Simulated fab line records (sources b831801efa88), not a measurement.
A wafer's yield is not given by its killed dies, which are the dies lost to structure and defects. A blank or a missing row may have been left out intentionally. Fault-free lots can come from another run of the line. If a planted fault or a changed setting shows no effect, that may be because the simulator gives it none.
2 desks, one fault || flow gf180mcu || each desk has only its own numbers; what lay behind them comes last

## FROM THE METROLOGY DESK
Means of the sampled wafers that have a number, per lot and without regard to the tool the lot ran on: this is what the gauges read. If a lot's mean is further than 4 standard deviations from the usual mean, the lot is out of limits and carries the mark OUT (the distance appears in the brackets).
Columns: A = V1_BOW at GF_V1_BOW_MEAS_05, usual 79 um; B = M2_ALCU_THK at GF_M2_THK_MEAS_06, usual 446 nm; C = V2_OVL at GF_V2_OVL_MEAS_15, usual -2 nm
{"lot": "L625", "first seen here": "day 17 03:16", "A": 85, "B": 448, "C": 2}
{"lot": "L626", "first seen here": "day 17 14:37", "A": 73, "B": 445, "C": -6}
{"lot": "L628", "first seen here": "day 18 12:21", "A": 84, "B": 442, "C": -4}
{"lot": "L629", "first seen here": "day 19 02:44", "A": 84, "B": 441, "C": -4}
{"lot": "L631", "first seen here": "day 19 15:58", "A": 76, "B": 448, "C": -3}
{"lot": "L632", "first seen here": "day 19 21:01", "A": 70, "B": 446, "C": -8}
{"lot": "L635", "first seen here": "day 21 01:37", "A": 76, "B": 445, "C": -3}
{"lot": "L636", "first seen here": "day 21 10:29", "A": 88, "B": 445, "C": 1}
{"lot": "L637", "first seen here": "day 21 13:03", "A": 70, "B": 446, "C": -0}
{"lot": "L638", "first seen here": "day 22 03:23", "A": 82, "B": 448, "C": -1}
{"lot": "L640", "first seen here": "day 22 15:50", "A": 79, "B": 439, "C": 2}
{"lot": "L648", "first seen here": "day 25 12:55", "A": 84, "B": 441, "C": -2}
Finding of this desk: none of the 12 lots has anything out of limits.

## TOOL OWNER'S DESK, pvdSputter-02
The tool's own readings at GF_M2_SPUTTER_04 (material TiN, target thk 50 nm, time 41.7 s): means of the sampled wafers that have a number, for each lot that ran on this tool. If a lot's mean is further than 4 standard deviations from the usual mean, the lot is out of limits and carries the mark OUT (the distance appears in the brackets).
Columns: A = throttleValvePct at GF_M2_SPUTTER_04, usual 29.9 %
{"lot": "L626", "first seen here": "day 18 15:27", "A": 29.3}
{"lot": "L632", "first seen here": "day 20 23:28", "A": 29.5}
{"lot": "L635", "first seen here": "day 22 03:15", "A": 29.4}
{"lot": "L637", "first seen here": "day 22 15:13", "A": 29.1}
{"lot": "L638", "first seen here": "day 23 04:34", "A": 29.2}
{"lot": "L648", "first seen here": "day 26 11:25", "A": 30.0}
Finding of this desk: none of the 6 lots has anything out of limits.

## BROUGHT TOGETHER
Metrology desk: nothing out of limits seen.
Nothing out of limits was seen by the tool owner's desk.

## WHAT THE SIMULATOR HAD PUT IN
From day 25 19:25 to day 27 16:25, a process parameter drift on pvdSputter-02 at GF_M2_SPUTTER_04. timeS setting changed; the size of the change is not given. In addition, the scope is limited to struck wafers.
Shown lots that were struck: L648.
